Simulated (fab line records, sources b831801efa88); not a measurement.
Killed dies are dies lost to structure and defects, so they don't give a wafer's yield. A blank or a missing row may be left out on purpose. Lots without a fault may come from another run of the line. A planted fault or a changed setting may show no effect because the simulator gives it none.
Problem report in the 8D (eight disciplines) form, filled by code | flow gf180mcu | the parts of the form that need people (team, actions taken, sign-off) are left out

1. THE PROBLEM
run_length_s at GF_STI_WET_ETCH_28 reads a mean of 33.5 s on 6 wafers of 2 lots; wafers without a fault read 67.8 s with a standard deviation of 2.9. That is -12 standard deviations from the usual mean.
The step: etches SiO2 in dHF, target depth 20 nm, time 40 s.
First seen on wafer L291.2, day 6 11:50, on wet_bench-03. The record holds 42 wafers of 14 lots with a number at this step. Rule for "out", or "out of limits": more than 4 standard deviations from the usual mean. The other wafers with a number count as sound.

2. WHAT IT IS AND WHAT IT IS NOT
question                    | is                     | is not
which readings at this step | run_length_s           | -
which lots                  | L291, L292             | L271, L272, L273, L274, L275, L276, L277, L279, L280, L283, L286, L293
which wafers of those lots  | all that have a number | -
read on which tools         | wet_bench-03           | wet_bench-01, wet_bench-04
when                        | from day 6 11:50       | up to then (33 sound wafers); but 3 sound wafers of L293 came after

3. SUSPECTS, AND WHAT RULES EACH OUT
Counting: a tool at a process step up to the reading stays a suspect if it ran every lot that is out and no sound lot after the first of them.
- wet_bench-03 at GF_STI_WET_ETCH_28 (etches SiO2 in dHF, target depth 20 nm, time 40 s): kept. It ran every lot that is out, first L291 (day 6 11:50), and no sound lot after that; its last sound lot up to then is L280 (day 4 03:13). Its own readings are out on those wafers: run_length_s.
Left after counting: wet_bench-03 at GF_STI_WET_ETCH_28.

4. THE CAUSE (what the simulator had put in)
Process parameter drift: wet_bench-03, from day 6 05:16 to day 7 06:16, at GF_STI_WET_ETCH_28. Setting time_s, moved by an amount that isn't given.
Counting left only this tool.

5. THE CHAIN OF EFFECTS, in route order
Each row: a reading whose mean over the struck wafers that have a number lies more than 3 standard deviations from the usual. Only readings for which the record gives a usual standard deviation are gone through. hours: the time from each lot's start at the first step in this table that gives one to its start at this step, as a median over the lots. sigmas: the change in usual standard deviations.
hours | step               | reading      | usual  | on struck wafers | change | sigmas
0     | GF_STI_WET_ETCH_28 | run_length_s | 67.8 s | 33.5             | -34.3  | -12
The process steps in it:
- GF_STI_WET_ETCH_28: etches SiO2 in dHF, target depth 20 nm, time 40 s.
Later measuring or inspecting steps at which every struck wafer that the step has a row for has a number for every such reading, and none has moved that far: GF_NWELL_TW_MEAS_11.

6. WHAT WOULD HAVE CAUGHT IT SOONER
In this record the first reading out of limits was taken at day 6 11:50, 7 hours after the fault began at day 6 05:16.
